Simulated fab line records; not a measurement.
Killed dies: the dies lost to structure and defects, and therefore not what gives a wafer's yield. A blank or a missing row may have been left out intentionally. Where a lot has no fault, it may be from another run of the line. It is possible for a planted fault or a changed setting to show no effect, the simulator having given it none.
Which of the tools did it? -- flow sfq line -- Sampling: 7 lots, 19 wafers, 2 of 325 route steps

WHAT EACH GAUGE READ, for each wafer
SFQ_M1_RS_MEAS_909: the measuring method here is four-point-probe.
lot,measured,on,M1_NB_RS (ohm/sq)
L974,day 17 15:41,film metro-04,0.901 0.895 0.922
L976,day 18 19:36,film metro-04,0.903 0.898 0.898
L979,day 20 16:15,film metro-04,0.897 0.899 0.892
L981,day 21 17:28,film metro-03,0.890 0.878 0.879
L987,day 24 13:56,film metro-02,0.887 1.214
L991,day 25 15:50,film metro-04,0.911 1.268
L995,day 27 16:59,film metro-02,0.880 0.876 0.879

EACH LOT AND THE TOOL THAT RAN IT (in order: tool; ch and the chambers of the sampled wafers; start)
lot,SFQ_TRILAYER_M1_DEP_SPUTTER_037
L974,"pvd sputter-05, day 17 15:36"
L976,"pvd sputter-05, day 18 19:31"
L979,"pvd sputter-04, day 20 16:10"
L981,"pvd sputter-04, day 21 17:22"
L987,"pvd sputter-03, day 24 13:49"
L991,"pvd sputter-03, day 25 15:42"
L995,"pvd sputter-03, day 27 16:54"
- SFQ_TRILAYER_M1_DEP_SPUTTER_037: material Nb, target thk 200 nm, time 133.3 s.

THE ANSWER, worked out from the rows above alone
Rule: usual is defined by the lots themselves. Put in order of their means at a reading, lots are off if they are a third of the lots or fewer, leave a main group of 4 or more, and stand apart from it by a gap of 3 or more times the standard deviation of the main group's means; of several such gaps the widest counts. The tables above print the reading to a certain number of digits; a main group whose means all agree to those digits is not used. A lot without any number at a reading at which 4 lots or more have one is off too. Any other lot the step has rows for is counted as sound.
Off: L987, L991, at SFQ_M1_RS_MEAS_909 (M1_NB_RS). The main group: mean 0.892 ohm/sq, standard deviation 0.01.
A tool fits if, at a process step before that reading, it ran every lot that is off, and no sound lot after the first of them. Gauges at SFQ_M1_RS_MEAS_909: tried the same way as those tools. Of those tried, none fits.

WHAT HAD BEEN PUT IN BY THE SIMULATOR
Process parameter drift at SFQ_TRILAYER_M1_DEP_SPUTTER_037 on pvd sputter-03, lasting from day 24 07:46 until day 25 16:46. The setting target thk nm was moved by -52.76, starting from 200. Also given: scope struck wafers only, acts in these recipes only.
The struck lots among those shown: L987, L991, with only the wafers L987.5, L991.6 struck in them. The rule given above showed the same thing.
